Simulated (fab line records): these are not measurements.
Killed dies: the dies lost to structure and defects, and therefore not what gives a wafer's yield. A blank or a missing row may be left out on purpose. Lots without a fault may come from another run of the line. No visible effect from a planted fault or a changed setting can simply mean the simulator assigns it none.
8D (eight disciplines) problem report, filled in by code    flow gf180mcu    the parts of the form that need people (team, actions taken, sign-off) are left out

== 1. WHAT IS WRONG ==
Wafers free of any fault read 46.08 ohm/sq (standard deviation 0.076) for NSD_RS at GF_PSD_RS_MEAS_14, against a mean of 47.17 ohm/sq on 4 wafers of 3 lots. Relative to the usual mean, that is a shift of +14 standard deviations.
The step: measures by four-point-probe.
Earliest sighting: wafer L151.4 on filmMetro-03 at day 17 02:43. The record holds 40 wafers of 14 lots with a number at this step. Rule for "out" (also "out of limits"): further than 4 standard deviations from the usual mean. Any other wafer with a number is counted as sound.

== 2. WHAT IT IS; WHAT IT IS NOT ==
question                     is                                        is not
which readings at this step  NSD_RS                                    -
which lots                   L151, L152, L154                          L142, L143, L144, L145, L147, L149, L160, L161, L163, L164, L165
which wafers of those lots   L151.4, L152.4, L154.4, L154.5            L151.2, L152.2, L154.3
read on which gauges         filmMetro-01, filmMetro-02, filmMetro-03  -
when                         from day 17 02:43                         up to then (19 sound wafers); but 17 sound wafers of L152, L154, L160, L161, L163, L164, L165 came after

== 3. WHAT RULES OUT EACH SUSPECT ==
Counting: any tool at a process step up to the reading remains a suspect provided it ran every lot that is out. Sound lots after the first of them don't rule it out here, since some wafers of a struck lot are sound.
- the gauge at GF_PSD_RS_MEAS_14 has been ruled out. Those wafers that are out were read across 3 gauges (filmMetro-01, filmMetro-02, filmMetro-03).
- rtpAnneal-02 at GF_HV_LDD_RTA_52 (time 10 s): kept. It ran every lot that is out, first L151 (day 15 02:47); its last sound lot up to then is L149 (day 14 14:31).
- implanter-03 at GF_NSD_IMPLANT_10: kept. It ran every lot that is out, first L151 (day 16 03:35); its last sound lot up to then is L149 (day 15 14:53). Its own beamOnS, faradayCurrentUA readings are out on those wafers.
The count leaves implanter-03 at GF_NSD_IMPLANT_10 and rtpAnneal-02 at GF_HV_LDD_RTA_52.

== 4. THE CAUSE (what the simulator had put in) ==
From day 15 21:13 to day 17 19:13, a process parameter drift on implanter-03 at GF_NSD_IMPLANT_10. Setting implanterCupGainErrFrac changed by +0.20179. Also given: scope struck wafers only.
2 suspects survive the count, and this tool is in that group.

== 5. SEQUENCE OF EFFECTS, ordered by route ==
Each row: a reading where the mean over the struck wafers with a number is more than 3 standard deviations away from the usual. Readings are gone through only where the record gives a usual standard deviation; hours: the median, over the lots, of the time from a lot's start at the first step in this table giving one to that lot's start at this step; sigmas: the change measured in usual standard deviations.
hours  step               reading           usual         on struck wafers  change  sigmas
0      GF_NSD_IMPLANT_10  beamOnS           9.99 s        8.30              -1.69   -8.9
0      GF_NSD_IMPLANT_10  faradayCurrentUA  2789          3356              +567    +11
23     GF_PSD_RS_MEAS_14  NSD_RS            46.08 ohm/sq  47.17             +1.09   +14
The process steps in it:
- GF_NSD_IMPLANT_10

== 6. WHAT WOULD HAVE CAUGHT IT SOONER ==
Counted from the fault's start at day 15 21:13, it took 30 hours until the first out-of-limits reading at a measuring or inspecting step in this record, taken at day 17 02:43.
Tool's own readings at GF_NSD_IMPLANT_10, beamOnS, faradayCurrentUA: out on all struck wafers the step has rows for; an alarm limit on them would have tripped on the first.
L154, from the lots that are out (3), started GF_NSD_IMPLANT_10 on implanter-03 later than day 17 02:43. Had the tool been put on hold then, it would have been spared.
